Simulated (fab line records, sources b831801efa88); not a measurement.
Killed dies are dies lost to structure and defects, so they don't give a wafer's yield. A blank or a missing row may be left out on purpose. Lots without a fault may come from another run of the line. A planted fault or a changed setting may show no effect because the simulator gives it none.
One fault seen from 2 desks | flow sky130 | each desk has only its own numbers; what lay behind them comes last

THE METROLOGY DESK
What the gauges read, lot by lot, whatever tool the lot ran on: means of the sampled wafers that have a number. A lot is out of limits, marked OUT, if its mean lies more than 4 standard deviations from the usual mean; the brackets give that distance.
Columns: A = VIA1_BOW at SKY_VIA1_BOW_MEAS_03, usual 81 um; B = METAL2_ALCU_RS at SKY_METAL2_RS_MEAS_05, usual 0.1266 ohm/sq; C = METAL2_ALCU_THK at SKY_METAL2_THK_MEAS_06, usual 247 nm
lot  | first seen here | A  | B                | C
L758 | day 34 10:22    | 91 | 0.1267           | 245
L755 | day 34 10:33    | 92 | 0.1272           | 244
L757 | day 34 11:01    | 89 | 0.1262           | 247
L759 | day 34 12:07    | 78 | 0.1280           | 244
L760 | day 34 15:17    | 84 | 0.1249           | 249
L762 | day 35 05:24    | 94 | 0.1267           | 245
L763 | day 35 17:13    | 76 | 0.1278           | 244
L766 | day 36 07:49    | 76 | 0.1270           | 244
L767 | day 37 07:10    | 82 | 0.1248           | 249
L768 | day 38 08:02    | 86 | 0.1275           | 246
L774 | day 39 05:24    | 82 | 0.1445 (+13) OUT | 217 (-9.7) OUT
L775 | day 39 12:49    | 84 | 0.1442 (+13) OUT | 218 (-9.4) OUT
This desk's finding: out of limits on L774, L775; first on L774, day 40 07:55 (METAL2_ALCU_RS at SKY_METAL2_RS_MEAS_05). In limits: L758, L755, L757, L759, L760, L762, L763, L766, L767, L768.

THE TOOL OWNER'S DESK: pvd_sputter-04
The tool's own readings at SKY_METAL2_SPUTTER_02 (material AlCu, target thk 250 nm, time 13.3 s): means of the sampled wafers that have a number, for each lot that ran on this tool. A lot is out of limits, marked OUT, if its mean lies more than 4 standard deviations from the usual mean; the brackets give that distance.
Columns: A = throttle_valve_pct at SKY_METAL2_SPUTTER_02, usual 30.4 %
lot  | first seen here | A
L758 | day 35 14:04    | 30.7
L755 | day 35 15:04    | 30.6
L760 | day 35 19:19    | 30.6
L762 | day 36 09:05    | 30.9
L766 | day 37 11:23    | 30.3
L767 | day 38 10:18    | 30.6
L774 | day 40 07:49    | 30.3
L775 | day 40 14:50    | 30.3
This desk's finding: nothing out of limits on any of the 8 lots.

PUT TOGETHER
The metrology desk could have raised an alarm at day 40 07:55, on L774, L775.
The tool owner's desk saw nothing out of limits.
The tool owner's desk has L774, L775 on record, within its limits.
Of the lots named, all ran SKY_METAL2_SPUTTER_02 on pvd_sputter-04.

WHAT THE SIMULATOR HAD PUT IN
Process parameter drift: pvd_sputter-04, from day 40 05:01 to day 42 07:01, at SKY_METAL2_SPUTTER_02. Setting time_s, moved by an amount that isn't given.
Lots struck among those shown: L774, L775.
Hours from the fault's start to each desk's first reading out of limits: the metrology desk, 3.
